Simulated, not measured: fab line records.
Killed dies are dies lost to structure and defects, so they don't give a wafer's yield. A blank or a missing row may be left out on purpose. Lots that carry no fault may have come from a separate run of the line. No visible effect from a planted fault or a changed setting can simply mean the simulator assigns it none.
One fault seen from 2 desks / flow sky130 / each desk has only its own numbers; what lay behind them comes last

== METROLOGY DESK ==
Lot by lot, what the gauges showed, no matter which tool ran the lot: averages of those sampled wafers that carry a number. If a lot's mean is further than 4 standard deviations from the usual mean, the lot is out of limits and carries the mark OUT (the distance appears in the brackets).
Columns: A = FIELD_ISO_OXIDATION_00_THK at SKY_FIELD_ISO_THK_MEAS_02, usual 12.00 nm; B = FIELD_ISO_CVD_03_THK at SKY_FIELD_ISO_THK_MEAS_04, usual 164.8 nm; C = cdNm at SKY_FIELD_ISO_CD_MEAS_13, usual 149.8 nm
lot=L542; first seen here=day 2 03:56; A=11.72; B=163.1; C=150.6
lot=L545; first seen here=day 2 17:39; A=12.07; B=163.5; C=147.9
lot=L551; first seen here=day 4 00:20; A=12.06; B=163.6; C=150.0
lot=L553; first seen here=day 4 09:42; A=12.21; B=165.8; C=150.1
lot=L560; first seen here=day 5 21:19; A=12.40; B=165.2; C=148.1
lot=L562; first seen here=day 6 08:08; A=12.15; B=164.6; C=151.7
Result from this desk: across the 6 lots, nothing is out of limits.

== DESK OF THE TOOL OWNER: rieDiel-04 ==
The tool's own readings at SKY_FIELD_ISO_ETCH_14 (etches BARC in N2/H2, stops on SiO2, time 45.9 s, target depth 60 nm): means of the sampled wafers that have a number, for each lot that ran on this tool. If a lot's mean is further than 4 standard deviations from the usual mean, the lot is out of limits and carries the mark OUT (the distance appears in the brackets).
Columns: A = biasW at SKY_FIELD_ISO_ETCH_14, usual 100.0 W; B = chamberPressureMTorr at SKY_FIELD_ISO_ETCH_14, usual 29.999 mTorr; C = drypumpMotorCurrentA at SKY_FIELD_ISO_ETCH_14, usual 6.0 A; D = oesProductAu at SKY_FIELD_ISO_ETCH_14, usual 0.854 a.u.; E = throttleValvePct at SKY_FIELD_ISO_ETCH_14, usual 13.225 %
lot=L542; first seen here=day 2 20:50; A=100.2; B=30.006; C=6.5; D=0.859; E=13.227
lot=L551; first seen here=day 4 18:46; A=83.5 (-50) OUT; B=29.973; C=6.3; D=0.854; E=13.228
lot=L553; first seen here=day 5 05:02; A=83.3 (-51) OUT; B=29.993; C=6.1; D=0.849; E=13.226
This desk's finding: out of limits on L551, L553; first on L551, day 4 18:46 (biasW at SKY_FIELD_ISO_ETCH_14). L542 stayed within limits.

== BROUGHT TOGETHER ==
The tool owner's desk had the chance to raise an alarm at day 4 18:46 on L551, L553.
From the metrology desk's view, nothing was out of limits.
The metrology desk has L551, L553 on record, within its limits.
SKY_FIELD_ISO_ETCH_14 was run on rieDiel-04 by each of the lots named.

== WHAT HAD BEEN PUT IN BY THE SIMULATOR ==
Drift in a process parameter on rieDiel-04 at SKY_FIELD_ISO_ETCH_14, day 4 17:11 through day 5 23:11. The setting biasW was moved by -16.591, starting from 100. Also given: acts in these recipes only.
Struck lots among those shown: L551, L553.
Delay in hours, fault start to first out-of-limits reading, by desk: the tool owner's desk at 2.
